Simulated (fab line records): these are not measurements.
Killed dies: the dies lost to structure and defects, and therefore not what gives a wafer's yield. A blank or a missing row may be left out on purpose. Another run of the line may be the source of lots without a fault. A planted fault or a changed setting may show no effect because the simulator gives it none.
fab line records ; flow sky130
record lots=7; wafers=21; last-day=49
route steps=708 shown LDD_HVN@270 LDD_HVP@278
lots that met no fault: from a run of the same line without faults
start-h: hours from the record's first day to the start of the lot's first wafer shown ; wait-h: how many hours have passed since the lot's step before this one ; " unchanged from the row above ; L1.1+2: several wafers, shown together as one row ; - no value, or no start given ; * or withheld: withheld ; < > ~ a bound
route shown NAME@n: names a module that has steps shown in the file, with the first one's number in the route ; usual: average and standard deviation across the fault-free wafers ; same: alike in all rows ; chamber/n: place in a boat ; sites: each site's reading ; _std_site: their standard deviation ; _edge_site: outer sites' mean less inner sites' ; radius-mm: for every site, how far away it sits from the centre of the wafer ; mask NAME#n: copy n ; behind: the tool/chamber that last shaped the wafer ; hold: cause of the lot's hold/its duration in hours/its outcome ; device: the n, p or np transistor that did not switch ; end of line: the route-end tests of the same wafers ; a step given without rows: its recipe and nothing more ; killed: dies that structure and defects cost at the first sort, which is not the same as the wafer's yield ; map: a wafer's dies, marking killed ones x, the rest . and places with no die _
set.NAME: the setting that was run; set.NAME@STEP: the one run at that earlier step ; model.NAME: the simulator's own value behind a step, which no gauge read
lots seen at some steps along the route; tables by step, rows by wafer
services: a tool's chamber out of use, with start hour (start-h, from the record's first day; less than 0 if before it), hours out, and reason
## steps
# step SKY_LDD_HVN_SOFTBAKE_03
# recipe temp-c=90; time-s=60; resist=NOVOLAK
# step SKY_LDD_HVN_EXPOSE_04
# recipe mask-id=HVNTM; na=0.6; source-shape=conventional; sigma-outer=0.6; polarization=unpolarized; target-cd-nm=700; dose-mj=127
# step SKY_LDD_HVN_PEB_05
# recipe temp-c=withheld; time-s=*; resist=NOVOLAK
# step SKY_LDD_HVN_DEVELOP_06
# recipe resist=NOVOLAK; developer=TMAH; develop-time-s=60; dev-temp-c=23
# step SKY_LDD_HVN_OVL_MEAS_07
# usual LDD_HVN_OVL=-0.7/1.2
lot.wafer;tool;chamber;start-h;wait-h;LDD_HVN_OVL[nm]
L237.2;overlay-02;-;488.09;0.1;0.5
L237.3;overlay-02;-;488.09;0.1;1.0
L237.6;overlay-02;-;488.09;0.1;-0.6
L240.1;overlay-01;-;527.35;0.1;-0.1
L240.4;overlay-01;-;527.35;0.1;0.3
L240.5;overlay-01;-;527.35;0.1;-2.9
L244.1;overlay-01;-;566.88;0.1;-2.3
L244.3;overlay-01;-;566.88;0.1;-2.2
L244.5;overlay-01;-;566.88;0.1;-1.0
L246.1;overlay-01;-;587.75;0.1;1.0
L246.2;overlay-01;-;587.75;0.1;-3.3
L246.5;overlay-01;-;587.75;0.1;-0.6
L247.2;overlay-02;-;588.78;0.1;1.6
L247.5;overlay-02;-;588.78;0.1;0.2
L247.6;overlay-02;-;588.78;0.1;0.0
L248.3;overlay-02;-;593.93;0.1;1.3
L248.4;overlay-02;-;593.93;0.1;0.2
L248.6;overlay-02;-;593.93;0.1;1.2
L250.3;overlay-01;-;605.44;0.1;0.5
L250.4;overlay-01;-;605.44;0.1;1.3
L250.6;overlay-01;-;605.44;0.1;0.3
# step SKY_LDD_HVN_IMPLANT_08
# recipe species=P; energy-kev=60; dose-cm2=3e+13; tilt-deg=40
# step SKY_LDD_HVN_STRIP_09
# recipe chemistry=O2/N2; power-w=1400; pressure-mtorr=1500; platen-temp-c=withheld; o2-flow-sccm=3000; n2-flow-sccm=300; overash-fraction=0.5
# usual drypump-motor-current-A=5.7/0.33; oes-product-au=0.409/0.0045; strip-time-to-endpoint-s=4.134/0.014
lot.wafer;tool;chamber;start-h;wait-h;drypump-motor-current-A;oes-product-au;rf-hours-counter-h;strip-time-to-endpoint-s
L237.2;plasma-asher-03;0;488.27;0.1;5.1;0.403;77;4.135
L237.3;plasma-asher-03;1;488.27;0.1;5.7;0.418;-;4.144
L237.6;plasma-asher-03;0;488.27;0.1;5.2;0.407;-;4.132
L240.1;plasma-asher-02;0;527.54;0.1;5.6;0.414;39;4.135
L240.4;plasma-asher-02;0;527.54;0.1;5.6;0.420;-;4.149
L240.5;plasma-asher-02;1;527.54;0.1;5.5;0.414;-;4.130
L244.1;plasma-asher-04;0;567.07;0.1;6.2;0.412;76;4.107
L244.3;plasma-asher-04;1;567.07;0.1;5.8;0.409;-;4.138
L244.5;plasma-asher-04;0;567.07;0.1;6.2;0.403;-;4.131
L246.1;plasma-asher-02;1;587.93;0.1;5.5;0.414;45;4.133
L246.2;plasma-asher-02;0;587.93;0.1;5.6;0.409;45;4.134
L246.5;plasma-asher-02;0;587.93;0.1;5.6;0.403;-;4.121
L247.2;plasma-asher-04;0;588.96;0.1;6.2;0.405;78;4.139
L247.5;plasma-asher-04;1;588.96;0.1;5.8;0.406;-;4.124
L247.6;plasma-asher-04;0;588.96;0.1;6.2;0.409;-;4.137
L248.3;plasma-asher-04;1;594.14;0.1;5.8;0.406;-;4.139
L248.4;plasma-asher-04;0;594.14;0.1;6.2;0.408;-;4.154
L248.6;plasma-asher-04;1;594.14;0.1;5.8;0.409;-;4.160
L250.3;plasma-asher-03;0;605.65;0.1;5.1;0.421;-;4.110
L250.4;plasma-asher-03;1;605.65;0.1;5.7;0.409;-;4.134
L250.6;plasma-asher-03;1;605.65;0.1;5.7;0.409;-;4.117
# step SKY_LDD_HVN_TW_MEAS_10
# usual LDD_HVN_TW=1439/10
lot.wafer;tool;chamber;start-h;wait-h;LDD_HVN_TW
L237.2;film-metro-03;-;488.38;0.1;1452
L237.3;film-metro-03;-;488.38;0.1;1444
L237.6;film-metro-03;-;488.38;0.1;1451
L240.1;film-metro-03;-;527.64;0.1;1451
L240.4;film-metro-03;-;527.64;0.1;1444
L240.5;film-metro-03;-;527.64;0.1;1447
L244.1;film-metro-03;-;567.17;0.1;1455
L244.3;film-metro-03;-;567.17;0.1;1449
L244.5;film-metro-03;-;567.17;0.1;1446
L246.1;film-metro-03;-;588.03;0.1;1445
L246.2;film-metro-03;-;588.03;0.1;1441
L246.5;film-metro-03;-;588.03;0.1;1439
L247.2;film-metro-04;-;589.07;0.1;1422
L247.5;film-metro-04;-;589.07;0.1;1414
L247.6;film-metro-04;-;589.07;0.1;1424
L248.3;film-metro-03;-;594.23;0.1;1454
L248.4;film-metro-03;-;594.23;0.1;1444
L248.6;film-metro-03;-;594.23;0.1;1430
L250.3;film-metro-03;-;605.74;0.1;1446
L250.4;film-metro-03;-;605.74;0.1;1444
L250.6;film-metro-03;-;605.74;0.1;1450
# step SKY_LDD_HVP_DEHYDRATE_00
# recipe temp-c=200; time-s=60
# step SKY_LDD_HVP_HMDS_01
# recipe prime-time-s=60; prime-temp-c=120
# step SKY_LDD_HVP_COAT_02
# recipe resist=NOVOLAK; spin-rpm=3000; resist-thk-nm=300
# step SKY_LDD_HVP_SOFTBAKE_03
# recipe temp-c=90; time-s=60; resist=NOVOLAK
# step SKY_LDD_HVP_EXPOSE_04
# recipe mask-id=HVPTM; na=0.6; source-shape=conventional; sigma-outer=0.6; polarization=unpolarized; target-cd-nm=700; dose-mj=86
lot.wafer;tool;chamber;start-h;wait-h;mask;model.LDD_HVP.overlay-x-nm
L237.2+3+6;iline-stepper-01;0;503.40;-;HVPTM#0;0.7513
L240.1+4+5;iline-stepper-01;0;543.86;-;HVPTM#0;3.124
L244.1+3+5;iline-stepper-01;0;582.35;-;HVPTM#0;2.492
L246.1+2+5;iline-stepper-02;0;602.45;-;HVPTM#0;0.2894
L247.2+5+6;iline-stepper-02;0;603.72;-;HVPTM#0;0.529
L248.3+4+6;iline-stepper-01;0;609.03;-;HVPTM#0;3.066
L250.3+4+6;iline-stepper-02;0;620.51;-;HVPTM#0;0.01753
# step SKY_LDD_HVP_PEB_05
# recipe temp-c=withheld; time-s=*; resist=NOVOLAK
## services
tool;chamber;start-h;hours;kind
iline-stepper-02;-;469.52;1.7;repair
iline-stepper-02;0;470.37;-;calibration
iline-stepper-01;-;492.19;1.7;pm
plasma-asher-04;-;557.40;2.8;pm
iline-stepper-01;0;567.86;-;calibration
iline-stepper-02;-;589.09;1.7;pm
plasma-asher-03;-;605.77;6.0;repair
iline-stepper-01;-;615.91;3.8;repair
## key
first-sign none at tools or gauges
model-effect step=SKY_LDD_HVP_EXPOSE_04; value=LDD_HVP.overlay-x-nm; without=-0.3781; struck=2.894
met-at SKY_LDD_HVP_EXPOSE_04
struck-wafers L240.1,L240.4,L240.5,L244.1,L244.3,L244.5,L248.3,L248.4,L248.6
tester-left-out L240,L244,L248
onset-between 503.40 543.86
fault kind=scanner-matching-overlay; tool=iline-stepper-01; chamber=-; onset-h=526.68; steps=SKY_LDD_HVP_EXPOSE_04; offset=3.2724
# tester-left-out: of these lots the tester's yield and bins aren't shown, on N5 and GAA mostly nor the transistor test; their killed dies are dies lost to structure and defects alone, not to doping, threshold or leakage, so they don't give the yield
